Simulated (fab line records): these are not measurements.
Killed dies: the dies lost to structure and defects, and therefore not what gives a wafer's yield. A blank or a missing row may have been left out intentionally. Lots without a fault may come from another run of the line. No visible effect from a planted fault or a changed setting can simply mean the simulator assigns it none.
Code-filled problem report in 8D (eight disciplines) form ; flow gf180mcu ; the parts of the form that need people (team, actions taken, sign-off) are left out

== 1. WHAT WENT WRONG ==
NWELL_RS at GF_VT_IMPLANT_RS_MEAS_47 reads a mean of 498.0 ohm/sq on 6 wafers of 2 lots; wafers without a fault read 488.2 ohm/sq with a standard deviation of 1.3. Relative to the usual mean, that is a shift of +7.5 standard deviations.
The step: measures by four-point-probe.
First observed at day 9 23:57: wafer L381.1, on film metro-01. At this step, 36 wafers from 12 lots have a number in the record. Rule for "out", or "out of limits": more than 4 standard deviations from the usual mean. The other wafers with a number count as sound.

== 2. WHAT THIS IS AND IS NOT ==
question;is;is not
which readings at this step;NWELL_RS;-
which lots;L381, L388;L374, L375, L377, L378, L379, L380, L391, L393, L394, L395
which wafers of those lots;all that have a number;-
read on which gauges;film metro-01;film metro-03, film metro-04
when;from day 9 23:57;"up to then (15 sound wafers); but 15 sound wafers of L380, L391, L393, L394, L395 came after"

== 3. WHAT RULES OUT EACH SUSPECT ==
Counting: any tool at a process step up to the reading is kept as a suspect provided that every lot that is out went through it and no sound lot did after the first of them.
- the gauge at GF_VT_IMPLANT_RS_MEAS_47: ruled out. All the wafers that are out were read on film metro-01, but those of them that GF_NWELL_IMPLANT_09 has rows for are out there too, on other tools.
- implanter-01 at GF_NWELL_IMPLANT_09: kept. All lots that are out passed through it, beginning with L381 at day 5 09:16, and no sound lot followed; its final sound lot before that point was L379 at day 5 02:40. On those wafers its own readings are out: dose ions cm2, faraday current uA.
- plasma asher-04 at GF_MVSD_STRIP_10 (strips in O2/N2): ruled out as a lasting fault. Sound lots L394, L395 ran on it after its first lot that is out, L381 (day 6 14:23).
The count leaves implanter-01 at GF_NWELL_IMPLANT_09.

== 4. THE CAUSE (what the simulator had put in) ==
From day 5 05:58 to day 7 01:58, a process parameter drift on implanter-01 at GF_NWELL_IMPLANT_09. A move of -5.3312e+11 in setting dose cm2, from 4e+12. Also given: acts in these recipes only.
The count eliminated every tool but this one.

== 5. THE EFFECT CHAIN, in route order ==
Each row: a reading where the mean over the struck wafers with a number is more than 3 standard deviations away from the usual. Readings are gone through only where the record gives a usual standard deviation; hours: the median, over the lots, of the time from a lot's start at the first step in this table giving one to that lot's start at this step; sigmas: the change measured in usual standard deviations.
hours;step;reading;usual;on struck wafers;change;sigmas
0;GF_NWELL_IMPLANT_09;dose ions cm2;4e+12;3e+12;-5e+11;-99 or more
0;GF_NWELL_IMPLANT_09;faraday current uA;22.6;19.7;-2.9;-5.9
117;GF_VT_IMPLANT_RS_MEAS_47;NWELL_RS;488.2 ohm/sq;498.0;+9.8;+7.5
Here are the process steps it includes:
- GF_NWELL_IMPLANT_09

== 6. HOW IT WOULD HAVE BEEN CAUGHT EARLIER ==
114 hours passed between the start of the fault at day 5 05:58 and the first reading out of limits at a measuring or inspecting step in this record, taken at day 9 23:57.
Tool's own readings at GF_NWELL_IMPLANT_09, dose ions cm2, faraday current uA: out on all struck wafers the step has rows for; an alarm limit on them would have tripped on the first.
By day 9 23:57, every lot that is out (2) had started GF_NWELL_IMPLANT_09 on implanter-01. Holding the tool at that point would not have protected any of them.
